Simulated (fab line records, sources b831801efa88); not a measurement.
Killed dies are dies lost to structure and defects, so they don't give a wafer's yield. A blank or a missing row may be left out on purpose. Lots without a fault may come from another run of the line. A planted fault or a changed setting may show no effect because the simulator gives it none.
Which tool did it? | flow gf180mcu | 13 lots, 39 wafers sampled, at 1 step of a route of 602

WHAT THE GAUGES READ, wafer by wafer
GF_MVSD_TW_MEAS_11. Usual: MVSD_TW 1572, standard deviation 12.
lot  | measured    | on            | MVSD_TW        | flag
L176 | day 4 11:35 | film_metro-04 | 1563 1559 1563 |
L177 | day 4 17:18 | film_metro-03 | 1581 1567 1575 |
L180 | day 5 10:34 | film_metro-04 | 1566 1559 1564 |
L181 | day 5 18:26 | film_metro-04 | 1556 1558 1561 |
L182 | day 5 22:00 | film_metro-04 | 1550 1551 1562 |
L183 | day 6 03:52 | film_metro-04 | 1571 1560 1559 |
L184 | day 6 11:17 | film_metro-04 | 1577 1567 1576 |
L191 | day 8 01:46 | film_metro-01 | 1577 1588 1589 |
L193 | day 8 13:48 | film_metro-01 | 1584 1581 1572 |
L195 | day 8 23:17 | film_metro-01 | 1575 1579 1572 |
L196 | day 9 09:30 | film_metro-04 | 1591 1585 1584 |
L198 | day 9 17:04 | film_metro-04 | 1583 1584 1581 |
L199 | day 9 23:41 | film_metro-04 | 1589 1586 1586 |

WHICH TOOL RAN EACH LOT (tool, then ch and the chambers of the sampled wafers, then the start)
The record holds no process step before these readings.

WHAT THE TOOLS THEMSELVES READ (means of the sampled wafers that have a number; where no wafer has one, the mark that the record gives instead)
The record holds no such reading with a usual standard deviation.

THE ANSWER, worked out from the rows above alone
Rule: a lot is off if the mean of its wafers that have a number lies more than 3 standard deviations from the usual mean. A lot without any number at a reading at which 4 lots or more have one is off too. The other lots that the step has rows for count as sound. The gauges are gone through in route order, then the tools' own readings, and for those a lot's mean is taken as printed above. The first step at which some lot is off is used, and at that step the reading that is off furthest; a lot without a number counts as furthest.
No lot is off at any reading shown: from this, nothing can be told.

WHAT THE SIMULATOR HAD PUT IN
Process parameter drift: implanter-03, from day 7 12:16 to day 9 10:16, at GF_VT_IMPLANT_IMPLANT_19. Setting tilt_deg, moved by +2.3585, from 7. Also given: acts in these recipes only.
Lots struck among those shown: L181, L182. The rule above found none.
